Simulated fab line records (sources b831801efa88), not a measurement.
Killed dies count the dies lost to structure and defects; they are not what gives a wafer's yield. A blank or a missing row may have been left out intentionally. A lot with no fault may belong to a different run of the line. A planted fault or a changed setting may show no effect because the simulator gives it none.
Matching of chambers | flow gf180mcu | cmp-02 running GF_CONTACT_CMP_04: 4 sister chambers
The step polishes SiO2. 20 wafers are shown with their chamber, then 10 later ones without.

== WAFERS PAIRED WITH THEIR CHAMBERS ==
wafer  | chamber | motor-current-A (A) | time-to-endpoint-s (s)
L155.1 | 2       | 12.3                | 105
L155.3 | 3       | 11.7                | 115
L155.6 | 1       | 10.7                | 132
L156.2 | 2       | 12.4                | 104
L156.3 | 3       | 11.4                | 108
L156.6 | 1       | 10.7                | 118
L157.1 | 1       | 10.7                | 111
L157.2 | 2       | 12.3                | 95
L157.3 | 0       | 14.3                | 106
L158.3 | 1       | 10.7                | 122
L158.4 | 0       | 14.3                | 109
L158.5 | 0       | 14.0                | 115
L168.1 | 1       | 10.5                | 118
L168.5 | 3       | 10.7                | 109
L168.6 | 0       | 14.4                | 102
L169.2 | 2       | 12.2                | 105
L169.3 | 3       | 11.1                | 111
L169.4 | 1       | 10.5                | 118
L171.1 | 0       | 14.2                | 101
L171.3 | 1       | 11.1                | 122

SIGNATURES, as means of the wafers listed above
reading            | chamber 0 | chamber 1 | chamber 2 | chamber 3 | scatter within a chamber
motor-current-A    | 14.240    | 10.700    | 12.300    | 11.225    | 0.237
time-to-endpoint-s | 106.60    | 120.14    | 102.25    | 110.75    | 5.44
Rule: for a wafer and a chamber, the distance is found by dividing, reading by reading, the gap between the wafer's reading and the chamber's mean by the reading's scatter, squaring, summing and taking the root. The wafer belongs to the nearest chamber; if the next one is less than 2 further off, it can't be placed. How the scatter is found: for the shown wafers, subtract from each reading the mean of its chamber, square and add these, divide the total by (wafers less chambers), then take the root.

== WAFERS MISSING THEIR CHAMBER ==
wafer  | motor-current-A (A) | time-to-endpoint-s (s)
L171.4 | 10.8                | 117
L172.1 | 11.1                | 106
L172.3 | 13.9                | 101
L172.6 | 11.4                | 125
L174.3 | 12.5                | 103
L174.4 | 14.0                | 103
L174.6 | 12.1                | 119
L176.3 | 13.8                | 116
L176.5 | 14.4                | 125
L176.6 | 11.4                | 123

== EACH ONE'S CHAMBER ==
wafer  | from the rows above     | in truth
L171.4 | can't be placed: 1 or 3 | 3
L172.1 | 3                       | 3
L172.3 | 0                       | 0
L172.6 | can't be placed: 3 or 1 | 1
L174.3 | 2                       | 2
L174.4 | 0                       | 0
L174.6 | can't be placed: 2 or 3 | 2
L176.3 | 0                       | 0
L176.5 | 0                       | 0
L176.6 | can't be placed: 3 or 1 | 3
Correctly placed: 6 of 10. These rows do not allow placing 4 (true chamber among the candidates in 4). 0 placed wrongly.
